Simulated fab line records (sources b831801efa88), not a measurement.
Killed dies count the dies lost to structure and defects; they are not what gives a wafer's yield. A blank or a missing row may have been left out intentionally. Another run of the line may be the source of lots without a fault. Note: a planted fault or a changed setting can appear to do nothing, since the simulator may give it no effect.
fab line records	flow sky130
record lots=12	wafers=36	lastDay=50
route steps=708 shown VIA1@474 METAL2@484 PAD_OPEN@708
lots that met no fault: from a run of the same line without faults
startH: the number of hours between the record's first day and the start of the first shown wafer of the lot	waitH: how many hours have passed since the lot's step before this one	" repeats the value in the row above	L1.1+2: a single row standing in for several wafers	- no value, or no start given	* or withheld: withheld	< > ~ a bound
route shown NAME@n: names a module that has steps shown in the file, with the first one's number in the route	usual: mean and standard deviation over wafers with no fault	same: alike in all rows	chamber/n: place in a boat	sites: each site's reading	_std_site: their standard deviation	_edge_site: mean of outer sites minus mean of inner sites	radiusMm: for every site, how far away it sits from the centre of the wafer	mask NAME#n: copy n	behind: the tool/chamber that last shaped the wafer	hold: why the lot went on hold/how many hours it stayed there/how the hold came to an end	device: which transistor (n, p or np) failed to switch	end of line: the same wafers' tests at the end of the route	for a step that has no rows: nothing shown but its recipe	killed: the dies lost at the first sort to structure and to defects; this is not the yield of the wafer	map: a wafer's dies, marking killed ones x, the rest . and places with no die _
set.NAME: the setting that was run; set.NAME@STEP: the one run at that earlier step	model.NAME: the simulator's own value behind a step, which no gauge read
one table for each step of the route and one row for each wafer, over a sample of lots
services: from which hour (startH, from the record's first day; less than 0 if before it) a tool's chamber was out of use, for how many hours, and why
## steps
# step SKY_VIA1_STRIP_16
# recipe chemistry=O2/N2	powerW=1400	pressureMtorr=1500	platenTempC=withheld	o2FlowSccm=3000	n2FlowSccm=300	overashFraction=0.5
# usual drypumpMotorCurrentA=5.9/0.52	o2FlowSccm=2999/9.3	oesProductAu=0.416/0.0046	stripTimeToEndpointS=4.462/0.027
lot.wafer	tool	chamber	startH	waitH	drypumpMotorCurrentA	o2FlowSccm	oesProductAu	rfHoursCounterH	stripTimeToEndpointS
L536.1	plasmaAsher-02	0	808.62	0.0	5.0	3014	0.420	98	4.460
L536.4	"	1	"	"	6.0	2999	0.419	-	4.472
L536.5	"	1	"	"	6.1	2996	0.417	-	4.466
L537.2	plasmaAsher-02	1	812.42	0.0	6.0	3006	0.420	98	4.443
L537.3	"	1	"	"	6.1	3002	0.414	-	4.426
L537.6	"	0	"	"	4.9	2996	0.413	-	4.441
L539.1	plasmaAsher-04	1	821.18	0.0	5.8	2997	0.417	8	4.442
L539.3	"	1	"	"	5.8	2994	0.412	-	4.455
L539.4	"	0	"	"	6.6	2985	0.414	-	4.415
L540.2	plasmaAsher-03	0	833.83	0.0	5.9	3013	0.421	41	4.442
L540.3	"	0	"	"	5.9	3006	0.421	-	4.460
L540.5	"	0	"	"	5.9	3028	0.416	-	4.469
L541.2	plasmaAsher-02	1	834.83	0.0	6.0	2990	0.417	101	4.458
L541.3	"	1	"	"	6.1	2998	0.418	-	4.477
L541.6	"	0	"	"	5.0	3001	0.418	-	4.470
L542.1	plasmaAsher-02	0	844.72	0.0	5.0	3007	0.412	102	4.429
L542.2	"	1	"	"	6.0	3002	0.414	102	4.476
L542.4	"	1	"	"	6.1	3004	0.408	-	4.424
L543.3	plasmaAsher-03	0	855.65	0.1	5.9	3000	0.416	-	4.486
L543.4	"	1	"	"	6.2	3000	0.412	-	4.451
L543.6	"	1	"	"	6.2	3004	0.405	-	4.457
L549.2	plasmaAsher-02	1	902.52	0.0	6.0	2986	0.418	107	4.404
L549.3	"	0	"	"	5.0	3006	0.414	-	4.446
L549.4	"	1	"	"	6.1	2976	0.413	-	4.469
L552.1	plasmaAsher-02	0	918.08	0.0	5.0	2392	0.412	109	4.552
L552.2	"	1	"	"	6.0	2404	0.418	109	4.569
L552.6	"	0	"	"	5.0	2396	0.410	-	4.532
L555.1	plasmaAsher-02	0	943.27	0.0	5.0	2412	0.412	111	4.576
L555.3	"	0	"	"	4.9	2402	0.416	-	4.529
L555.6	"	0	"	"	5.0	2396	0.415	-	4.546
L559.1	plasmaAsher-04	0	969.83	0.0	6.6	2983	0.418	22	4.463
L559.3	"	0	"	"	6.6	2999	0.419	-	4.458
L559.6	"	0	"	"	6.6	2987	0.407	-	4.446
L558.4	plasmaAsher-04	1	973.55	0.1	5.8	2992	0.416	-	4.463
L558.5	"	0	"	"	6.6	3003	0.402	-	4.456
L558.6	"	1	"	"	5.8	3002	0.416	-	4.472
# step SKY_VIA1_THK_MEAS_23
# recipe thkMeasGauge=xrf	reads=W_of_VIA1_CVD_21
# usual VIA1_W_THK=273/3.5
lot.wafer	tool	chamber	startH	waitH	VIA1_W_THK[nm]
L536.1	filmMetro-03	-	809.48	0.1	276
L536.4	"	-	"	"	275
L536.5	"	-	"	"	272
L537.2	filmMetro-01	-	813.29	0.1	282
L537.3	"	-	"	"	276
L537.6	"	-	"	"	281
L539.1	filmMetro-04	-	822.05	0.1	271
L539.3	"	-	"	"	271
L539.4	"	-	"	"	274
L540.2	filmMetro-04	-	834.74	0.1	276
L540.3	"	-	"	"	273
L540.5	"	-	"	"	276
L541.2	filmMetro-03	-	835.74	0.1	275
L541.3	"	-	"	"	275
L541.6	"	-	"	"	273
L542.1	filmMetro-03	-	845.58	0.1	272
L542.2	"	-	"	"	271
L542.4	"	-	"	"	270
L543.3	filmMetro-01	-	856.56	0.1	280
L543.4	"	-	"	"	276
L543.6	"	-	"	"	278
L549.2	filmMetro-03	-	903.40	0.1	275
L549.3	"	-	"	"	275
L549.4	"	-	"	"	272
L552.1	filmMetro-01	-	919.02	0.1	276
L552.2	"	-	"	"	276
L552.6	"	-	"	"	279
L555.1	filmMetro-04	-	944.14	0.1	274
L555.3	"	-	"	"	271
L555.6	"	-	"	"	274
L559.1	filmMetro-03	-	970.70	0.1	276
L559.3	"	-	"	"	272
L559.6	"	-	"	"	276
L558.4	filmMetro-01	-	974.41	0.1	271
L558.5	"	-	"	"	266
L558.6	"	-	"	"	273
# step SKY_METAL2_SPUTTER_01
# recipe material=TiN	targetThkNm=20	powerW=6500	timeS=16.7	chamberPressurePa=0.4
# usual chamberPressurePa=0.4000/0.0008	throttleValvePct=30.1/0.94
lot.wafer	tool	chamber	startH	waitH	chamberPressurePa	throttleValvePct
L536.1	pvdSputter-01	-	809.87	0.0	0.4004	30.3
L536.4	"	-	"	"	0.3995	28.7
L536.5	"	-	"	"	0.3994	30.3
L537.2	pvdSputter-01	-	813.67	0.0	0.4001	30.1
L537.3	"	-	"	"	0.4015	30.1
L537.6	"	-	"	"	0.4017	30.3
L539.1	pvdSputter-01	-	822.43	0.0	0.3985	30.2
L539.3	"	-	"	"	0.4005	30.1
L539.4	"	-	"	"	0.4009	28.7
L540.2	pvdSputter-02	-	835.11	0.0	0.3993	28.5
L540.3	"	-	"	"	0.4010	30.3
L540.5	"	-	"	"	0.3987	30.2
L541.2	pvdSputter-04	-	836.11	0.0	0.4002	31.1
L541.3	"	-	"	"	0.4000	30.0
L541.6	"	-	"	"	0.4002	30.0
L542.1	pvdSputter-02	-	845.97	0.0	0.4003	30.2
L542.2	"	-	"	"	0.3998	31.5
L542.4	"	-	"	"	0.3994	30.8
L543.3	pvdSputter-01	-	856.92	0.0	0.3995	28.5
L543.4	"	-	"	"	0.4011	30.3
L543.6	"	-	"	"	0.3986	28.2
L549.2	pvdSputter-01	-	903.77	0.0	0.4000	30.2
L549.3	"	-	"	"	0.4005	28.7
L549.4	"	-	"	"	0.3988	30.2
L552.1	pvdSputter-01	-	919.40	0.0	0.4002	30.4
L552.2	"	-	"	"	0.4004	30.0
L552.6	"	-	"	"	0.3991	30.5
L555.1	pvdSputter-02	-	944.53	0.0	0.4000	30.3
L555.3	"	-	"	"	0.4008	31.2
L555.6	"	-	"	"	0.4005	30.6
L559.1	pvdSputter-04	-	971.09	0.0	0.4006	31.3
L559.3	"	-	"	"	0.3990	31.1
L559.6	"	-	"	"	0.4013	31.1
L558.4	pvdSputter-04	-	974.77	0.0	0.4003	29.4
L558.5	"	-	"	"	0.4003	29.9
L558.6	"	-	"	"	0.4005	31.2
# step SKY_METAL2_SPUTTER_04
# recipe material=TiN	targetThkNm=70	powerW=6500	timeS=58.3	chamberPressurePa=0.4
# usual chamberPressurePa=0.3999/0.00085	throttleValvePct=30.1/0.94
lot.wafer	tool	chamber	startH	waitH	chamberPressurePa	throttleValvePct
L536.1	pvdSputter-01	-	809.93	0.0	0.3996	30.3
L536.4	"	-	"	"	0.3997	28.4
L536.5	"	-	"	"	0.4004	30.1
L537.2	pvdSputter-01	-	813.73	0.0	0.3996	30.1
L537.3	"	-	"	"	0.4002	30.3
L537.6	"	-	"	"	0.4006	30.0
L539.1	pvdSputter-01	-	822.50	0.0	0.4004	29.9
L539.3	"	-	"	"	0.4002	30.2
L539.4	"	-	"	"	0.4000	28.7
L540.2	pvdSputter-02	-	835.18	0.0	0.4006	28.2
L540.3	"	-	"	"	0.4005	30.4
L540.5	"	-	"	"	0.4007	30.5
L541.2	pvdSputter-04	-	836.18	0.0	0.3992	31.1
L541.3	"	-	"	"	0.3995	29.9
L541.6	"	-	"	"	0.3990	30.1
L542.1	pvdSputter-02	-	846.04	0.0	0.3985	30.2
L542.2	"	-	"	"	0.3984	31.4
L542.4	"	-	"	"	0.3993	30.9
L543.3	pvdSputter-01	-	856.99	0.0	0.3987	28.7
L543.4	"	-	"	"	0.3991	30.0
L543.6	"	-	"	"	0.3998	28.5
L549.2	pvdSputter-01	-	903.84	0.0	0.3998	30.2
L549.3	"	-	"	"	0.4002	28.7
L549.4	"	-	"	"	0.3991	29.9
L552.1	pvdSputter-01	-	919.47	0.0	0.4001	30.0
L552.2	"	-	"	"	0.4001	30.1
L552.6	"	-	"	"	0.3986	30.3
L555.1	pvdSputter-02	-	944.59	0.0	0.4018	30.3
L555.3	"	-	"	"	0.4004	31.3
L555.6	"	-	"	"	0.4016	30.7
L559.1	pvdSputter-04	-	971.16	0.0	0.3997	31.2
L559.3	"	-	"	"	0.4016	31.1
L559.6	"	-	"	"	0.3999	31.0
L558.4	pvdSputter-04	-	974.83	0.0	0.3997	29.5
L558.5	"	-	"	"	0.4002	30.3
L558.6	"	-	"	"	0.4001	31.2
# step SKY_PAD_OPEN_PROBE_99
# usual defectLimitedYield=82.5/2	killed_at_M0_to_M3=44/7.4	killed_at_M4_up=3.0/1.8	killedAtContacts=24/5.1	killedAtFrontEnd=15/4.3	killedAtOther=0.3/0.54	killedDies=86/9.9	killedOpen=47/7.1	killedShort=38/6.7	sort_bin_3_pad_short=0.8/0.39	sort_bin_5_function=10.4/1.5	sort_bin_6_memory=6.2/1.2	sortNPass=406/9.9	sortYieldPct=82.5/2
# same grossDies=492	killedAtBackSide=0	sort_bin_4_leakage[%]=0	sort_bin_8_speed[%]=0
lot.wafer	tool	chamber	startH	waitH	defectLimitedYield[%]	killed_at_M0_to_M3	killed_at_M4_up	killedAtContacts	killedAtFrontEnd	killedAtOther	killedDies	killedOpen	killedShort	sort_bin_3_pad_short[%]	sort_bin_5_function[%]	sort_bin_6_memory[%]	sortNPass	sortYieldPct[%]
L536.1	prober-02	-	1090.59	0.1	82.3	48	1	19	17	2	87	50	37	1.0	10.8	5.9	405	82.3
L536.4	prober-02	-	1090.74	0.2	79.9	56	6	25	11	1	99	57	42	1.2	12.4	6.5	393	79.9
L536.5	prober-02	-	1090.79	0.2	82.3	45	2	24	16	0	87	50	37	1.0	11.4	5.3	405	82.3
L537.2	prober-02	-	1094.22	0.1	83.9	42	4	25	8	0	79	42	37	0.2	10.0	5.9	413	83.9
L537.3	prober-02	-	1094.27	0.2	81.1	59	3	20	11	0	93	45	48	0.2	12.6	6.1	399	81.1
L537.6	prober-02	-	1094.42	0.2	82.9	48	1	20	15	0	84	53	31	0.8	8.7	7.5	408	82.9
L539.1	prober-02	-	1098.79	0.1	86.6	25	4	25	12	0	66	32	34	0.6	9.3	3.5	426	86.6
L539.3	prober-02	-	1098.89	0.2	83.1	44	1	21	17	0	83	36	47	0.8	11.2	4.9	409	83.1
L539.4	prober-02	-	1098.94	0.2	85.8	40	2	16	12	0	70	38	32	0.6	7.9	5.7	422	85.8
L540.2	prober-01	-	1110.49	0.1	81.9	49	3	24	13	0	89	48	41	1.6	10.6	5.9	403	81.9
L540.3	prober-01	-	1110.54	0.2	82.1	51	4	21	12	0	88	41	47	0.8	11.6	5.5	404	82.1
L540.5	prober-01	-	1110.64	0.2	82.1	44	3	33	8	0	88	57	31	0.6	10.6	6.7	404	82.1
L541.2	prober-02	-	1113.54	0.1	81.3	46	6	23	17	0	92	45	47	0.6	12.2	5.9	400	81.3
L541.3	prober-02	-	1113.59	0.2	82.7	43	3	25	14	0	85	43	42	0.2	12.2	4.9	407	82.7
L541.6	prober-02	-	1113.74	0.2	84.1	31	3	28	16	0	78	44	34	0.4	9.1	6.3	414	84.1
L542.1	prober-01	-	1118.60	0.1	84.8	42	4	18	10	1	75	46	29	0.4	9.3	5.5	417	84.8
L542.2	prober-01	-	1118.65	0.1	82.9	40	5	25	14	0	84	48	36	0.8	10.4	5.9	408	82.9
L542.4	prober-01	-	1118.75	0.2	77.4	53	4	35	18	1	111	63	48	0.8	14.2	7.5	381	77.4
L543.3	prober-02	-	1128.18	0.2	83.7	37	4	20	19	0	80	36	44	0.8	11.0	4.5	412	83.7
L543.4	prober-02	-	1128.23	0.2	85.2	32	6	23	12	0	73	36	37	0.6	11.0	3.3	419	85.2
L543.6	prober-02	-	1128.33	0.2	87.6	30	4	11	16	0	61	35	26	0.8	8.1	3.5	431	87.6
L549.2	prober-01	-	1161.12	0.1	86.0	36	5	13	14	1	69	46	22	0.4	7.9	5.7	423	86.0
L549.3	prober-01	-	1161.17	0.2	82.1	48	6	24	10	0	88	57	31	1.2	9.1	7.5	404	82.1
L549.4	prober-01	-	1161.22	0.2	82.3	46	3	28	10	0	87	51	36	0.8	10.2	6.7	405	82.3
L552.1	prober-02	-	1172.94	0.1	85.0	34	1	26	13	0	74	43	31	0.4	10.0	4.7	418	85.0
L552.2	prober-02	-	1172.99	0.1	82.3	48	3	23	12	1	87	55	32	0.4	11.8	5.5	405	82.3
L552.6	prober-02	-	1173.19	0.2	85.2	26	2	30	15	0	73	38	35	0.2	8.7	5.9	419	85.2
L555.1	prober-01	-	1191.04	0.1	77.6	58	3	15	34	0	110	59	51	1.0	13.6	7.7	382	77.6
L555.3	prober-01	-	1191.14	0.2	83.5	41	1	24	15	0	81	47	34	0.6	9.1	6.7	411	83.5
L555.6	prober-01	-	1191.29	0.2	81.5	42	0	31	16	2	91	46	45	0.6	11.2	6.7	401	81.5
L559.1	prober-02	-	1208.64	0.1	82.9	43	1	20	18	2	84	48	36	0.8	10.4	5.9	408	82.9
L559.3	prober-02	-	1208.74	0.2	82.9	43	5	20	15	1	84	39	45	0.6	10.8	5.7	408	82.9
L559.6	prober-02	-	1208.89	0.2	82.3	45	6	20	16	0	87	44	43	0.6	11.2	5.9	405	82.3
L558.4	prober-02	-	1211.79	0.2	84.3	46	2	21	8	0	77	36	41	1.0	10.2	4.5	415	84.3
L558.5	prober-02	-	1211.84	0.2	80.5	50	0	24	22	0	96	54	42	0.4	12.4	6.7	396	80.5
L558.6	prober-02	-	1211.89	0.2	83.9	37	0	26	16	0	79	49	30	1.0	8.7	6.3	413	83.9
# killed by level:class
L536.1 VIA1:geometricParticle:open=12 CONTACT:geometricParticle:open=9 VIA2:geometricParticle:open=6 FIELD_ISO:geometricParticle:open=5 CONTACT:geometricParticle:short=5 METAL3:geometricParticle:short=5 METAL2:geometricParticle:short=4 VIA2:geometricParticle:short=4
L536.4 VIA1:geometricParticle:open=15 VIA3:geometricParticle:open=8 LI_CONTACT:geometricParticle:open=8 CONTACT:geometricParticle:open=7 METAL1:geometricParticle:short=6 VIA2:geometricParticle:open=6 VIA1:geometricParticle:short=6 METAL3:geometricParticle:short=5
L536.5 VIA1:geometricParticle:open=12 CONTACT:geometricParticle:short=8 CONTACT:geometricParticle:open=7 VIA3:geometricParticle:open=7 LI_CONTACT:geometricParticle:open=6 FIELD_ISO:geometricParticle:open=5 METAL2:geometricParticle:short=5 FIELD_ISO:geometricParticle:short=4
L537.2 CONTACT:geometricParticle:open=10 LI_CONTACT:geometricParticle:open=8 VIA1:geometricParticle:open=8 METAL2:geometricParticle:short=6 VIA3:geometricParticle:open=6 CONTACT:geometricParticle:short=4 METAL1:geometricParticle:short=4 VIA2:geometricParticle:open=4
L537.3 VIA1:geometricParticle:open=15 CONTACT:geometricParticle:short=9 METAL1:geometricParticle:short=8 METAL2:geometricParticle:short=8 VIA1:geometricParticle:short=7 VIA2:geometricParticle:open=6 POLY_GATE:geometricParticle:open=4 LI_CONTACT:geometricParticle:open=4
L537.6 CONTACT:geometricParticle:open=15 VIA1:geometricParticle:open=9 METAL2:geometricParticle:short=9 VIA2:geometricParticle:open=7 VIA3:geometricParticle:open=7 FIELD_ISO:geometricParticle:open=5 VIA1:geometricParticle:short=4 VIA3:geometricParticle:short=4
L539.1 CONTACT:geometricParticle:open=11 LI_CONTACT:geometricParticle:open=6 CONTACT:geometricParticle:short=6 METAL1:geometricParticle:short=5 VIA1:geometricParticle:short=4 METAL4:geometricParticle:short=4 FIELD_ISO:geometricParticle:open=3 POLY_CUT:geometricParticle:short=3
L539.3 VIA1:geometricParticle:open=8 VIA2:geometricParticle:open=6 CONTACT:geometricParticle:short=6 METAL2:geometricParticle:short=6 METAL3:geometricParticle:short=6 VIA3:geometricParticle:open=5 LI_CONTACT:geometricParticle:open=5 CONTACT:geometricParticle:open=5
L539.4 VIA1:geometricParticle:open=7 VIA2:geometricParticle:open=7 LI_CONTACT:geometricParticle:open=6 FIELD_ISO:geometricParticle:open=5 FIELD_ISO:geometricParticle:short=4 CONTACT:geometricParticle:short=4 VIA1:geometricParticle:short=4 VIA2:geometricParticle:short=4
L540.2 VIA1:geometricParticle:open=13 LI_CONTACT:geometricParticle:open=11 VIA2:geometricParticle:open=8 VIA3:geometricParticle:short=6 METAL1:geometricParticle:short=5 METAL2:geometricParticle:short=5 FIELD_ISO:geometricParticle:short=4 VIA1:geometricParticle:short=4
L540.3 VIA1:geometricParticle:open=15 LI_CONTACT:geometricParticle:open=7 CONTACT:geometricParticle:open=7 METAL1:geometricParticle:short=7 METAL2:geometricParticle:short=7 VIA3:geometricParticle:open=6 FIELD_ISO:geometricParticle:short=5 CONTACT:geometricParticle:short=5
L540.5 VIA1:geometricParticle:open=16 LI_CONTACT:geometricParticle:open=16 CONTACT:geometricParticle:open=8 VIA3:geometricParticle:open=6 LI_CONTACT:geometricParticle:short=5 VIA2:geometricParticle:open=5 VIA1:geometricParticle:short=5 METAL2:geometricParticle:short=3
L541.2 CONTACT:geometricParticle:open=11 METAL3:geometricParticle:short=10 METAL2:geometricParticle:short=9 FIELD_ISO:geometricParticle:open=8 VIA2:geometricParticle:short=5 LI_CONTACT:geometricParticle:short=5 VIA1:geometricParticle:open=5 FIELD_ISO:geometricParticle:short=4
L541.3 LI_CONTACT:geometricParticle:open=8 METAL1:geometricParticle:short=8 VIA1:geometricParticle:open=8 LI_CONTACT:geometricParticle:short=7 VIA2:geometricParticle:open=5 METAL2:geometricParticle:short=5 FIELD_ISO:geometricParticle:open=4 CONTACT:geometricParticle:open=4
L541.6 LI_CONTACT:geometricParticle:open=13 CONTACT:geometricParticle:open=8 VIA1:geometricParticle:open=7 VIA3:geometricParticle:open=7 FIELD_ISO:geometricParticle:short=6 FIELD_ISO:geometricParticle:open=4 POLY_GATE:geometricParticle:short=4 LI_CONTACT:geometricParticle:short=4
L542.1 CONTACT:geometricParticle:open=10 VIA2:geometricParticle:open=8 VIA1:geometricParticle:open=7 VIA3:geometricParticle:open=7 METAL2:geometricParticle:short=5 LI_CONTACT:geometricParticle:open=4 VIA1:geometricParticle:short=4 CONTACT:geometricParticle:short=3
L542.2 CONTACT:geometricParticle:open=11 VIA3:geometricParticle:open=8 VIA1:geometricParticle:open=7 VIA2:geometricParticle:open=7 CONTACT:geometricParticle:short=6 POLY_GATE:geometricParticle:short=4 LI_CONTACT:geometricParticle:open=4 METAL1:geometricParticle:short=4
L542.4 CONTACT:geometricParticle:open=18 VIA1:geometricParticle:open=11 METAL1:geometricParticle:short=9 LI_CONTACT:geometricParticle:open=8 VIA2:geometricParticle:open=8 VIA1:geometricParticle:short=5 POLY_GATE:geometricParticle:short=4 LOCAL_INTERCONNECT:geometricParticle:short=4
L543.3 FIELD_ISO:geometricParticle:short=10 CONTACT:geometricParticle:open=9 VIA1:geometricParticle:open=7 METAL1:geometricParticle:short=7 VIA2:geometricParticle:open=5 METAL2:geometricParticle:short=5 LOCAL_INTERCONNECT:geometricParticle:short=4 VIA1:geometricParticle:short=4
L543.4 CONTACT:geometricParticle:open=8 LI_CONTACT:geometricParticle:open=7 VIA1:geometricParticle:open=7 METAL4:geometricParticle:short=6 VIA3:geometricParticle:open=6 POLY_GATE:geometricParticle:short=5 VIA2:geometricParticle:open=5 LOCAL_INTERCONNECT:geometricParticle:short=4
L543.6 VIA1:geometricParticle:open=6 FIELD_ISO:geometricParticle:open=5 VIA2:geometricParticle:open=5 METAL3:geometricParticle:short=5 POLY_GATE:geometricParticle:open=4 LI_CONTACT:geometricParticle:open=4 CONTACT:geometricParticle:open=4 FIELD_ISO:geometricParticle:short=3
L549.2 POLY_GATE:geometricParticle:open=9 VIA1:geometricParticle:open=9 VIA3:geometricParticle:open=7 VIA1:geometricParticle:short=7 CONTACT:geometricParticle:open=5 VIA2:geometricParticle:open=5 LI_CONTACT:geometricParticle:open=4 CONTACT:geometricParticle:short=3
L549.3 LI_CONTACT:geometricParticle:open=10 VIA1:geometricParticle:open=10 VIA2:geometricParticle:open=10 CONTACT:geometricParticle:open=8 METAL2:geometricParticle:short=8 VIA3:geometricParticle:open=6 VIA1:geometricParticle:short=4 POLY_GATE:geometricParticle:open=4
L549.4 VIA1:geometricParticle:open=13 CONTACT:geometricParticle:open=13 VIA2:geometricParticle:open=7 LI_CONTACT:geometricParticle:open=6 METAL1:geometricParticle:short=6 VIA1:geometricParticle:short=5 LOCAL_INTERCONNECT:geometricParticle:short=4 VIA3:geometricParticle:open=4
L552.1 LI_CONTACT:geometricParticle:open=10 CONTACT:geometricParticle:open=9 METAL1:geometricParticle:short=6 VIA2:geometricParticle:open=6 FIELD_ISO:geometricParticle:short=5 POLY_GATE:geometricParticle:short=5 VIA1:geometricParticle:open=5 METAL2:geometricParticle:short=4
L552.2 CONTACT:geometricParticle:open=13 VIA3:geometricParticle:open=13 VIA1:geometricParticle:open=8 METAL1:geometricParticle:short=6 VIA2:geometricParticle:open=6 FIELD_ISO:geometricParticle:open=5 LI_CONTACT:geometricParticle:open=4 VIA3:geometricParticle:short=4
L552.6 CONTACT:geometricParticle:open=10 LI_CONTACT:geometricParticle:open=8 LI_CONTACT:geometricParticle:short=6 VIA1:geometricParticle:open=6 FIELD_ISO:geometricParticle:open=5 METAL2:geometricParticle:short=5 VIA2:geometricParticle:open=5 FIELD_ISO:geometricParticle:short=4
L555.1 VIA1:geometricParticle:open=17 POLY_GATE:geometricParticle:open=9 METAL2:geometricParticle:short=9 FIELD_ISO:geometricParticle:short=8 CONTACT:geometricParticle:open=8 VIA3:geometricParticle:open=7 METAL1:geometricParticle:short=6 FIELD_ISO:geometricParticle:open=5
L555.3 CONTACT:geometricParticle:open=12 VIA1:geometricParticle:open=12 METAL2:geometricParticle:short=7 VIA3:geometricParticle:open=7 CONTACT:geometricParticle:short=6 LI_CONTACT:geometricParticle:open=4 FIELD_ISO:geometricParticle:short=3 FIELD_ISO:geometricParticle:open=3
L555.6 CONTACT:geometricParticle:open=10 VIA2:geometricParticle:short=8 LI_CONTACT:geometricParticle:open=8 VIA1:geometricParticle:open=7 METAL1:geometricParticle:short=6 VIA2:geometricParticle:open=6 FIELD_ISO:geometricParticle:short=5 FIELD_ISO:geometricParticle:open=5
L559.1 CONTACT:geometricParticle:open=11 VIA1:geometricParticle:open=10 VIA3:geometricParticle:open=7 FIELD_ISO:geometricParticle:open=5 METAL1:geometricParticle:short=5 POLY_GATE:geometricParticle:short=4 LI_CONTACT:geometricParticle:open=4 VIA1:geometricParticle:short=4
L559.3 METAL1:geometricParticle:short=9 VIA2:geometricParticle:open=8 VIA1:geometricParticle:open=6 LI_CONTACT:geometricParticle:open=5 METAL2:geometricParticle:short=5 CONTACT:geometricParticle:open=5 VIA1:geometricParticle:short=5 FIELD_ISO:geometricParticle:open=4
L559.6 VIA1:geometricParticle:open=14 VIA1:geometricParticle:short=11 CONTACT:geometricParticle:open=7 POLY_GATE:geometricParticle:open=5 METAL1:geometricParticle:short=5 FIELD_ISO:geometricParticle:open=3 FIELD_ISO:geometricParticle:short=3 LI_CONTACT:geometricParticle:short=3
L558.4 VIA2:geometricParticle:open=12 METAL2:geometricParticle:short=7 CONTACT:geometricParticle:short=6 VIA1:geometricParticle:open=6 VIA3:geometricParticle:short=5 VIA3:geometricParticle:open=5 CONTACT:geometricParticle:open=4 VIA1:geometricParticle:short=4
L558.5 VIA2:geometricParticle:open=11 FIELD_ISO:geometricParticle:open=9 VIA3:geometricParticle:open=8 CONTACT:geometricParticle:short=7 CONTACT:geometricParticle:open=7 METAL1:geometricParticle:short=7 VIA1:geometricParticle:open=6 FIELD_ISO:geometricParticle:short=5
L558.6 CONTACT:geometricParticle:open=12 LI_CONTACT:geometricParticle:open=7 VIA1:geometricParticle:open=7 FIELD_ISO:geometricParticle:open=6 VIA2:geometricParticle:open=5 CONTACT:geometricParticle:short=4 METAL1:geometricParticle:short=4 METAL2:geometricParticle:short=4
## services
tool	chamber	startH	hours	kind
pvdSputter-02	-	794.62	0.8	repair
pvdSputter-01	-	797.49	3.7	repair
plasmaAsher-04	-	831.18	0.7	repair
plasmaAsher-04	-	843.39	2.7	repair
pvdSputter-01	-	850.02	2.4	repair
plasmaAsher-02	-	874.67	2.9	repair
pvdSputter-04	-	932.38	1.5	repair
pvdSputter-04	-	941.53	4.7	repair
pvdSputter-01	-	947.22	5.7	repair
## key
firstSign step=SKY_VIA1_STRIP_16	reading=o2FlowSccm	direction=down	sigmas=64	usual=2999	struck=2400
effect step=SKY_VIA1_STRIP_16	reading=stripTimeToEndpointS	direction=up	sigmas=3.2	usual=*	struck=*
metAt SKY_VIA1_STRIP_16
struckLots L552,L555
notActingAt SKY_VIA1_THK_MEAS_23,SKY_METAL2_SPUTTER_01,SKY_METAL2_SPUTTER_04
onsetBetween 902.52 918.08
fault kind=processParameterDrift	tool=plasmaAsher-02	chamber=-	onsetH=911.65	steps=SKY_VIA1_STRIP_16	channel=o2FlowSccm	offset=-600	shape=step	endH=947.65	actsIn=theseRecipesOnly	stated=3000
